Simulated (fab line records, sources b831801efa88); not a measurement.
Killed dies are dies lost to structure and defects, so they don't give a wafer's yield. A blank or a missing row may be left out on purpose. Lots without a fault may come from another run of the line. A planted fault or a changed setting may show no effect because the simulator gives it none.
Split-lot experiment | flow sfq_line | 5 lots, 23 wafers read, on a route of 325 steps

THE SPLIT
At SFQ_TRILAYER_I4_VIA_LITHO_PEB_106 (peb time 60 s), the setting peb_temp_c was moved away from the recipe's 115 C on 7 of the 23 wafers read, by -2.7% to +2.4%. The other wafers ran this setting at the recipe's value.

FROM THE SPLIT TO THE READING: what the file shows between them, 1 step
- SFQ_TRILAYER_I4_VIA_LITHO_DEVELOP_105: time 60 s

THE READING
I4.cd_nm (the simulator's own value, which no gauge read), in nm, at SFQ_TRILAYER_I4_VIA_BARC_OPEN_VIA_ETCH_146 (etches BARC in O2, target depth 125 nm, time 41.7 s). The file gives no usual value for it. The 16 wafers here that ran the recipe average 698.2 nm, standard deviation 4.8 nm.

wafer  | tool, chamber at the split | peb_temp_c as run, C | against the recipe | I4.cd_nm, nm | against lot-mates on the recipe
L074.1 | litho_track-04, 0          | 115                  | recipe             | 700.8        | -
L074.2 | litho_track-04, 0          | 115                  | recipe             | 699.2        | -
L074.5 | litho_track-04, 0          | 115                  | recipe             | 698.2        | -
L075.1 | litho_track-03, 0          | 112.7                | -2.0%              | 652.2        | -40.5
L075.2 | litho_track-03, 0          | 112.7                | -2.0%              | 653.7        | -39.0
L075.3 | litho_track-03, 0          | 112.7                | -2.0%              | 641.9        | -50.9
L075.5 | litho_track-03, 0          | 115                  | recipe             | 697.6        | -
L075.6 | litho_track-03, 0          | 115                  | recipe             | 687.9        | -
L079.1 | litho_track-03, 0          | 115                  | recipe             | 699.3        | -
L079.3 | litho_track-03, 0          | 115                  | recipe             | 699.6        | -
L079.4 | litho_track-03, 0          | 115                  | recipe             | 700.6        | -
L079.5 | litho_track-03, 0          | 115                  | recipe             | 690.1        | -
L079.6 | litho_track-03, 0          | 115                  | recipe             | 690          | -
L080.1 | litho_track-03, 0          | 115                  | recipe             | 702.9        | -
L080.2 | litho_track-03, 0          | 115                  | recipe             | 697.9        | -
L080.3 | litho_track-03, 0          | 111.9                | -2.7%              | 633.8        | -66.1
L080.4 | litho_track-03, 0          | 115                  | recipe             | 698.9        | -
L080.5 | litho_track-03, 0          | 111.9                | -2.7%              | 638.6        | -61.3
L082.1 | litho_track-04, 0          | 117.8                | +2.4%              | 753          | +50.3
L082.2 | litho_track-04, 0          | 115                  | recipe             | 699.8        | -
L082.3 | litho_track-04, 0          | 117.8                | +2.4%              | 753.2        | +50.5
L082.4 | litho_track-04, 0          | 115                  | recipe             | 701.4        | -
L082.6 | litho_track-04, 0          | 115                  | recipe             | 707          | -

THE FIT
A straight line over all 23 wafers: I4.cd_nm changes by +23.2 nm for each +1% of peb_temp_c; r = +0.99; the points scatter about the line by 4.8 nm.
The same after taking each lot's own level away (the mean of its wafers on the recipe; 23 wafers): +22 nm for each +1%; r = +0.99; scatter 4.1 nm.
On that fit, the largest move of peb_temp_c shifts the reading by 59 nm.
The lots' own levels span 692.75 to 702.73 nm, that is 2.1 times the standard deviation above.
So the lot-to-lot level changes the slope little: the two slopes agree.
Check: with one of the wafers moved furthest among these (-2.7%) left out of the fit, the line predicts -58.4 nm for it against its lot-mates. It came out at -66.1 nm against them.

OTHER SPLITS ON THESE WAFERS
These wafers also went through other splits before the reading. Each is held against what the fit with the lots' levels taken away leaves over:
other split on the same wafers                    | wafers away from the commonest value | r with I4.cd_nm (lot level and that fit taken away)
SFQ_TRILAYER_I1_VIA_LITHO_COAT_049 resist_thk_nm  | 9                                    | +0.05
SFQ_TRILAYER_M2_LITHO_EXPOSE_058 dose_mj          | 9                                    | +0.19
SFQ_TRILAYER_I2_CMP_CMP_064 down_force_psi        | 8                                    | -0.48
SFQ_TRILAYER_I2_VIA_LITHO_COAT_072 resist_thk_nm  | 5                                    | +0.18
SFQ_TRILAYER_I3_CMP_CMP_082 leave_above_ref_nm    | 8                                    | -0.29
SFQ_TRILAYER_I3_VIA_BARC_OPEN_VIA_ETCH_121 bias_w | 6                                    | +0.08
SFQ_TRILAYER_M4_DEP_SPUTTER_091 power_w           | 6                                    | -0.06
SFQ_TRILAYER_M4_ETCH_METAL_ETCH_096 time_s        | 8                                    | -0.05

THE FILE'S OWN FIT
I4.cd_nm changes by +22.2 nm for each +1% of peb_temp_c, r = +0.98.
